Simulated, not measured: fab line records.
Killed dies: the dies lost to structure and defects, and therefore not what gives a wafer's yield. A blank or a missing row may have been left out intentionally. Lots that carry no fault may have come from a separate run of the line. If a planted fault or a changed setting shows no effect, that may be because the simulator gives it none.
fab line records | flow sky130
[record] lots = 5 wafers = 15 last_day = 50
route steps=708 shown SONOS_ONO@174 GATE_OXIDE@187 PAD_OPEN@708
lots untouched by any fault: they come from a run of this same line in which no faults occurred
start_h: hours from the record's opening day to when the first of the lot's shown wafers began | wait_h: hours since the lot's step before | " the same as in the row above | L1.1+2: a single row standing in for several wafers | - value missing, or start not given | * or withheld: withheld | < > ~ a bound
route shown NAME@n: names a module that has steps shown in the file, with the first one's number in the route | usual: mean/standard deviation taken from wafers without a fault | same: alike in all rows | chamber/n: place in a boat | sites: each site's reading | _std_site: standard deviation of those values | _edge_site: inner sites' mean taken away from outer sites' mean | radius_mm: how far each site lies from the wafer's centre | mask NAME#n: copy n | behind: the tool/chamber that last shaped the wafer | hold: reason for holding the lot/hours on hold/outcome of the hold | device: names the non-switching transistor (n, p or np) | end of line: at the end of the route, the tests of the same wafers | where a step has no rows: the recipe by itself | killed: dies lost to structure and defects at the first sort, not the wafer's yield | map: a wafer's dies, x killed, . not, _ none there
set.NAME: setting as actually run; set.NAME@STEP: the setting as run at that earlier step | model.NAME: the simulator's own value behind a step, which no gauge read
lots at some steps of the route; a table a step, a row a wafer
services: a tool's chamber out of use, with start hour (start_h, from the record's first day; less than 0 if before it), hours out, and reason
[[steps]]
[step SKY_SONOS_ONO_DEHYDRATE_06]
[recipe] temp_c = 200 time_s = 60
[step SKY_SONOS_ONO_HMDS_07]
[recipe] prime_time_s = 60 prime_temp_c = 120
[step SKY_SONOS_ONO_COAT_08]
[recipe] resist = NOVOLAK spin_rpm = 3000 resist_thk_nm = 1140
[step SKY_SONOS_ONO_SOFTBAKE_09]
[recipe] temp_c = 90 time_s = 60 resist = NOVOLAK
[step SKY_SONOS_ONO_EXPOSE_10]
[recipe] mask_id = ONOM target_cd_nm = 410 na = 0.6 source_shape = conventional sigma_outer = 0.6 dose_mj = 150
[step SKY_SONOS_ONO_PEB_11]
[recipe] temp_c = withheld time_s = * resist = NOVOLAK
[step SKY_SONOS_ONO_DEVELOP_12]
[recipe] develop_time_s = 60 dev_temp_c = 23
[step SKY_SONOS_ONO_CD_MEAS_13]
[recipe] target_cd_nm = 410
[usual] cd_nm = 411.1/2.1
// columns lot.wafer tool chamber start_h wait_h cd_nm
L354.3 cd_sem-01 - 345.37 0.1 410.2
L354.4 " - " " 411.2
L354.6 " - " " 413.2
L356.2 cd_sem-02 - 366.34 0.1 412.7
L356.3 " - " " 414.4
L356.5 " - " " 414.1
L359.3 cd_sem-01 - 402.93 0.1 411.5
L359.4 " - " " 409.3
L359.5 " - " " 409.7
L367.1 cd_sem-01 - 457.41 0.1 408.9
L367.4 " - " " 411.6
L367.5 " - " " 410.1
L369.3 cd_sem-02 - 469.03 0.1 412.2
L369.4 " - " " 413.4
L369.5 " - " " 410.7
[step SKY_SONOS_ONO_OVL_MEAS_14]
[usual] SONOS_ONO_OVL = 0.1/1.6
// columns lot.wafer tool chamber start_h wait_h SONOS_ONO_OVL[nm]
L354.3 overlay-02 - 345.47 0.1 0.1
L354.4 " - " " 0.1
L354.6 " - " " -0.2
L356.2 overlay-01 - 366.44 0.1 0.9
L356.3 " - " " 0.7
L356.5 " - " " 0.4
L359.3 overlay-02 - 403.02 0.1 0.0
L359.4 " - " " 0.0
L359.5 " - " " -1.5
L367.1 overlay-02 - 457.53 0.1 -0.7
L367.4 " - " " 0.8
L367.5 " - " " 0.3
L369.3 overlay-02 - 469.12 0.1 0.2
L369.4 " - " " 0.9
L369.5 " - " " 0.2
[step SKY_SONOS_ONO_ETCH_15]
[recipe] target_depth_nm = 19.52 chemistry = CHF3/O2 source_w = 600 bias_w = 200 pressure_mtorr = 40 chf3_flow_sccm = 50 O2_flow_sccm = 5 time_s = 7.8
[usual] O2_flow_sccm = 5.001/0.016 drypump_motor_current_A = 5.9/0.4 oes_product_au = 0.999/0.014 throttle_valve_pct = 8.824/0.0094
// columns lot.wafer tool chamber start_h wait_h O2_flow_sccm drypump_motor_current_A oes_product_au rf_hours_counter_h throttle_valve_pct
L354.3 rie_diel-03 3 345.49 0.0 4.998 6.6 1.004 59 8.822
L354.4 " 0 " " 4.973 5.8 0.987 5 8.831
L354.6 " 1 " " 4.995 6.1 0.989 - 8.805
L356.2 rie_diel-03 0 366.47 0.0 4.983 5.8 1.000 5 8.833
L356.3 " 3 " " 5.019 6.7 1.004 59 8.822
L356.5 " 0 " " 4.993 5.8 0.992 - 8.809
L359.3 rie_diel-02 0 403.04 0.0 5.011 5.9 1.014 31 8.823
L359.4 " 1 " " 5.019 5.6 0.965 - 8.820
L359.5 " 3 " " 4.987 5.5 1.014 - 8.840
L367.1 rie_diel-03 2 457.56 0.0 4.976 5.4 0.998 2 8.837
L367.4 " 1 " " 4.981 6.1 1.019 3 8.821
L367.5 " 3 " " 4.988 6.6 1.013 - 8.822
L369.3 rie_diel-03 3 469.14 0.0 4.990 6.6 1.009 61 8.832
L369.4 " 0 " " 5.011 5.8 0.985 6 8.826
L369.5 " 3 " " 5.002 6.7 1.010 - 8.838
[step SKY_SONOS_ONO_WET_ETCH_16]
[recipe] chemistry = dHF target_depth_nm = 14 dry = n2_spin target = SiO2 dilution = 100:1 temp_c = 25 time_s = 280
[step SKY_SONOS_ONO_STRIP_17]
[recipe] chemistry = O2/N2 power_w = 1400 pressure_mtorr = 1500 platen_temp_c = withheld o2_flow_sccm = 3000 n2_flow_sccm = 300 overash_fraction = 0.5
[usual] drypump_motor_current_A = 5.6/0.33 oes_product_au = 0.710/0.0047 strip_time_to_endpoint_s = 14.11/0.038
// columns lot.wafer tool chamber start_h wait_h drypump_motor_current_A oes_product_au rf_hours_counter_h strip_time_to_endpoint_s
L354.3 plasma_asher-03 1 345.63 0.0 6.1 0.712 - 14.13
L354.4 " 0 " " 5.7 0.711 - 14.14
L354.6 " 1 " " 6.1 0.720 - 14.16
L356.2 plasma_asher-04 1 366.60 0.0 5.6 0.711 56 14.12
L356.3 " 0 " " 5.1 0.709 - 14.12
L356.5 " 0 " " 5.1 0.710 - 14.18
L359.3 plasma_asher-03 0 403.19 0.0 5.7 0.709 - 14.10
L359.4 " 1 " " 6.1 0.707 - 14.07
L359.5 " 1 " " 6.1 0.714 - 14.05
L367.1 plasma_asher-01 1 457.68 0.0 5.2 0.713 3 14.14
L367.4 " 0 " " 5.5 0.709 - 14.15
L367.5 " 0 " " 5.6 0.707 - 14.14
L369.3 plasma_asher-01 1 469.29 0.0 5.2 0.711 - 14.10
L369.4 " 0 " " 5.6 0.708 - 14.09
L369.5 " 1 " " 5.2 0.709 - 14.08
[step SKY_SONOS_ONO_WET_ETCH_18]
[recipe] chemistry = H3PO4 target_depth_nm = 15 target = Si3N4 temp_c = 160 time_s = 172
[usual] run_length_s = 200/3.9
// columns lot.wafer tool chamber start_h wait_h run_length_s
L354.3 wet_bench-01 2 345.70 0.0 198
L354.4 " 2 " " 198
L354.6 " 2 " " 198
L356.2 wet_bench-04 2 366.70 0.1 202
L356.3 " 2 " " 202
L356.5 " 2 " " 202
L359.3 wet_bench-01 2 403.26 0.0 224
L359.4 " 2 " " 224
L359.5 " 2 " " 224
L367.1 wet_bench-04 2 457.78 0.1 196
L367.4 " 2 " " 196
L367.5 " 2 " " 196
L369.3 wet_bench-02 3 469.36 0.0 197
L369.4 " 3 " " 197
L369.5 " 3 " " 197
[step SKY_GATE_OXIDE_CLEAN_00]
[recipe] chemistry = SC1/SC2 mix = 1:4:20 temp_c = 70 time_s = 150 dry = n2_spin
[step SKY_PAD_OPEN_PROBE_99]
[usual] killed_at_M0_to_M3 = 44/7.3 killed_at_M4_up = 3.3/1.8 killed_at_contacts = 24/5.3 killed_at_front_end = 16/5 killed_at_other = 0.2/0.51 killed_dies = 87/10 killed_open = 47/7.5 killed_short = 40/6.3
[same] gross_dies = 492 killed_at_back_side = 0
// columns lot.wafer tool chamber start_h wait_h killed_at_M0_to_M3 killed_at_M4_up killed_at_contacts killed_at_front_end killed_at_other killed_dies killed_open killed_short
L354.3 prober-02 - 1142.30 0.2 35 5 26 14 1 81 39 42
L354.4 prober-02 - 1142.35 0.2 38 5 36 7 1 87 43 44
L354.6 prober-02 - 1142.45 0.2 42 4 27 20 0 93 48 45
L356.2 prober-02 - 1144.55 0.1 36 5 24 17 0 82 38 44
L356.3 prober-02 - 1144.60 0.2 38 2 15 13 0 68 37 31
L356.5 prober-02 - 1144.70 0.2 43 3 21 11 1 79 43 36
L359.3 prober-01 - 1166.46 0.2 46 5 36 27 0 114 70 44
L359.4 prober-01 - 1166.51 0.2 50 1 17 21 0 89 53 36
L359.5 prober-01 - 1166.56 0.2 42 2 22 17 0 83 39 44
L367.1 prober-01 - 1199.89 0.1 41 3 17 7 0 68 37 31
L367.4 prober-01 - 1200.04 0.2 40 5 21 12 0 78 38 40
L367.5 prober-01 - 1200.09 0.2 46 4 30 10 0 90 53 37
L369.3 prober-01 - 1202.85 0.2 53 9 21 18 0 101 55 46
L369.4 prober-01 - 1202.90 0.2 43 1 37 13 0 94 57 37
L369.5 prober-01 - 1202.95 0.2 51 2 18 19 1 91 47 44
// killed by level:class
L354.3 CONTACT:geometric_particle:open=9 CONTACT:geometric_particle:short=6 VIA1:geometric_particle:open=6 LI_CONTACT:geometric_particle:open=5 VIA1:geometric_particle:short=5 FIELD_ISO:geometric_particle:short=4 METAL3:geometric_particle:short=4 METAL1:geometric_particle:short=4
L354.4 CONTACT:geometric_particle:open=15 VIA1:geometric_particle:open=12 CONTACT:geometric_particle:short=10 LI_CONTACT:geometric_particle:open=5 METAL2:geometric_particle:short=5 METAL1:geometric_particle:short=4 VIA1:geometric_particle:short=4 VIA2:geometric_particle:open=4
L354.6 VIA1:geometric_particle:open=12 CONTACT:geometric_particle:open=9 VIA3:geometric_particle:open=7 CONTACT:geometric_particle:short=6 POLY_GATE:geometric_particle:open=6 VIA1:geometric_particle:short=6 METAL2:geometric_particle:short=5 LI_CONTACT:geometric_particle:open=4
L356.2 CONTACT:geometric_particle:open=10 VIA1:geometric_particle:short=7 VIA3:geometric_particle:open=7 POLY_GATE:geometric_particle:short=6 POLY_GATE:geometric_particle:open=6 METAL1:geometric_particle:short=6 LI_CONTACT:geometric_particle:open=5 CONTACT:geometric_particle:short=4
L356.3 VIA1:geometric_particle:open=8 VIA1:geometric_particle:short=6 FIELD_ISO:geometric_particle:short=5 FIELD_ISO:geometric_particle:open=5 CONTACT:geometric_particle:open=5 LI_CONTACT:geometric_particle:open=4 CONTACT:geometric_particle:short=4 VIA2:geometric_particle:short=4
L356.5 VIA1:geometric_particle:open=11 CONTACT:geometric_particle:short=7 LI_CONTACT:geometric_particle:open=6 VIA2:geometric_particle:open=6 VIA3:geometric_particle:open=6 POLY_GATE:geometric_particle:short=5 CONTACT:geometric_particle:open=5 METAL1:geometric_particle:short=4
L359.3 CONTACT:geometric_particle:open=12 VIA2:geometric_particle:open=11 FIELD_ISO:geometric_particle:open=10 LI_CONTACT:geometric_particle:open=10 VIA1:geometric_particle:open=9 CONTACT:geometric_particle:short=7 VIA1:geometric_particle:short=7 FIELD_ISO:geometric_particle:short=6
L359.4 VIA1:geometric_particle:open=11 FIELD_ISO:geometric_particle:open=8 VIA3:geometric_particle:open=7 METAL1:geometric_particle:short=6 LI_CONTACT:geometric_particle:open=5 CONTACT:geometric_particle:open=5 VIA1:geometric_particle:short=5 VIA2:geometric_particle:open=5
L359.5 VIA3:geometric_particle:open=9 CONTACT:geometric_particle:open=9 FIELD_ISO:geometric_particle:short=5 POLY_GATE:geometric_particle:open=5 CONTACT:geometric_particle:short=5 METAL1:geometric_particle:short=5 VIA1:geometric_particle:open=5 METAL2:geometric_particle:short=5
L367.1 CONTACT:geometric_particle:open=7 METAL2:geometric_particle:short=7 METAL1:geometric_particle:short=6 VIA1:geometric_particle:open=6 CONTACT:geometric_particle:short=4 VIA2:geometric_particle:open=4 VIA3:geometric_particle:open=4 FIELD_ISO:geometric_particle:open=3
L367.4 VIA3:geometric_particle:open=10 CONTACT:geometric_particle:open=7 VIA1:geometric_particle:open=7 METAL1:geometric_particle:short=6 FIELD_ISO:geometric_particle:short=5 LI_CONTACT:geometric_particle:open=5 LOCAL_INTERCONNECT:geometric_particle:short=5 METAL2:geometric_particle:short=5
L367.5 CONTACT:geometric_particle:open=11 VIA3:geometric_particle:open=9 VIA1:geometric_particle:open=8 LI_CONTACT:geometric_particle:open=7 VIA2:geometric_particle:open=7 LOCAL_INTERCONNECT:geometric_particle:short=6 VIA1:geometric_particle:short=6 FIELD_ISO:geometric_particle:open=5
L369.3 METAL1:geometric_particle:short=11 VIA1:geometric_particle:open=10 CONTACT:geometric_particle:open=8 VIA3:geometric_particle:open=8 LI_CONTACT:geometric_particle:open=7 FIELD_ISO:geometric_particle:short=6 VIA1:geometric_particle:short=6 VIA2:geometric_particle:open=6
L369.4 CONTACT:geometric_particle:open=20 METAL1:geometric_particle:short=13 VIA2:geometric_particle:open=9 VIA1:geometric_particle:open=7 LI_CONTACT:geometric_particle:open=6 FIELD_ISO:geometric_particle:open=5 LOCAL_INTERCONNECT:geometric_particle:short=5 CONTACT:geometric_particle:short=5
L369.5 METAL1:geometric_particle:short=12 CONTACT:geometric_particle:open=10 VIA3:geometric_particle:open=8 VIA1:geometric_particle:open=7 FIELD_ISO:geometric_particle:short=6 FIELD_ISO:geometric_particle:open=5 POLY_GATE:geometric_particle:short=5 VIA2:geometric_particle:open=5
[[services]]
// columns tool chamber start_h hours kind
rie_diel-02 1 339.23 - clean
rie_diel-02 1 339.23 21.5 scheduled_down
rie_diel-02 1 339.23 21.5 vent_cycle
plasma_asher-04 - 370.96 1.8 repair
rie_diel-03 1 382.12 11.0 repair
rie_diel-02 2 384.66 - clean
rie_diel-02 2 384.66 19.0 scheduled_down
rie_diel-02 2 384.66 19.0 vent_cycle
rie_diel-03 0 385.47 4.7 repair
wet_bench-02 - 386.07 1.3 repair
plasma_asher-03 - 389.07 4.5 repair
rie_diel-03 2 408.91 5.0 repair
rie_diel-02 0 412.30 26.1 repair
plasma_asher-01 - 421.25 9.0 pm
plasma_asher-01 0 421.25 9.0 vent_cycle
plasma_asher-01 1 421.25 9.0 vent_cycle
plasma_asher-01 0 430.25 - clean
plasma_asher-01 1 430.25 - clean
wet_bench-02 - 434.28 3.6 repair
rie_diel-02 0 442.29 1.6 repair
rie_diel-02 - 458.11 0.9 repair
wet_bench-02 - 461.21 4.4 pm
[[key]]
[first_sign] step = SKY_SONOS_ONO_WET_ETCH_18 reading = run_length_s direction = up sigmas = 6.4 usual = * struck = *
effect none on later readings
met_at SKY_SONOS_ONO_WET_ETCH_18
struck_wafers L359.3,L359.4,L359.5
tester_left_out L359
onset_between 345.70 403.26
[fault] kind = process_parameter_drift tool = wet_bench-01 chamber = - onset_h = 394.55 steps = SKY_SONOS_ONO_WET_ETCH_18 channel = time_s offset = * shape = step end_h = 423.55 acts_in = * stated = *
// tester_left_out: of these lots the tester's yield and bins aren't shown, on N5 and GAA mostly nor the transistor test; their killed dies are dies lost to structure and defects alone, not to doping, threshold or leakage, so they don't give the yield
